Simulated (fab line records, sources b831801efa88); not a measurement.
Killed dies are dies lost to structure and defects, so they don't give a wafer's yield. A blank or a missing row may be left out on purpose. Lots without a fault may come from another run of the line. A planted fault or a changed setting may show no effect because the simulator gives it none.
One fault seen from 2 desks | flow sky130 | each desk has only its own numbers; what lay behind them comes last

THE METROLOGY DESK
What the gauges read, lot by lot, whatever tool the lot ran on: means of the sampled wafers that have a number. A lot is out of limits, marked OUT, if its mean lies more than 4 standard deviations from the usual mean; the brackets give that distance.
Columns: A = METAL5_ALCU_RS at SKY_METAL5_RS_MEAS_05, usual 0.0272 ohm/sq; B = METAL5_ALCU_THK at SKY_METAL5_THK_MEAS_06, usual 1152 nm
lot  | first seen here | A      | B
L350 | day 42 23:03    | 0.0273 | 1145
L356 | day 44 21:21    | 0.0273 | 1144
L360 | day 45 20:14    | 0.0271 | 1162
L358 | day 46 00:41    | 0.0270 | 1158
L361 | day 46 03:39    | 0.0273 | 1149
L362 | day 46 16:23    | 0.0277 | 1140
L363 | day 47 06:37    | 0.0273 | 1151
This desk's finding: nothing out of limits on any of the 7 lots.

THE TOOL OWNER'S DESK: iline_stepper-01
The tool's own readings at SKY_METAL5_EXPOSE_11 (exposes mask MM5, target cd 1600 nm): means of the sampled wafers that have a number, for each lot that ran on this tool. A lot is out of limits, marked OUT, if its mean lies more than 4 standard deviations from the usual mean; the brackets give that distance.
Columns: A = exposure_dose_mJ_cm2 at SKY_METAL5_EXPOSE_11, usual 190.01
lot  | first seen here | A
L360 | day 46 05:11    | 190.04
L361 | day 46 14:53    | 173.08 (-99 or more) OUT
L362 | day 47 01:44    | 172.85 (-99 or more) OUT
L363 | day 47 16:06    | 172.79 (-99 or more) OUT
This desk's finding: out of limits on L361, L362, L363; first on L361, day 46 14:53 (exposure_dose_mJ_cm2 at SKY_METAL5_EXPOSE_11). In limits: L360.

PUT TOGETHER
The tool owner's desk could have raised an alarm at day 46 14:53, on L361, L362, L363.
The metrology desk saw nothing out of limits.
The metrology desk has L361, L362, L363 on record, within its limits.
Of the lots named, all ran SKY_METAL5_EXPOSE_11 on iline_stepper-01.

WHAT THE SIMULATOR HAD PUT IN
Process parameter drift: iline_stepper-01, from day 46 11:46 on, at SKY_METAL5_EXPOSE_11. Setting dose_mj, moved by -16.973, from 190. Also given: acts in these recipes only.
Lots struck among those shown: L361, L362, L363.
Hours from the fault's start to each desk's first reading out of limits: the tool owner's desk, 3.
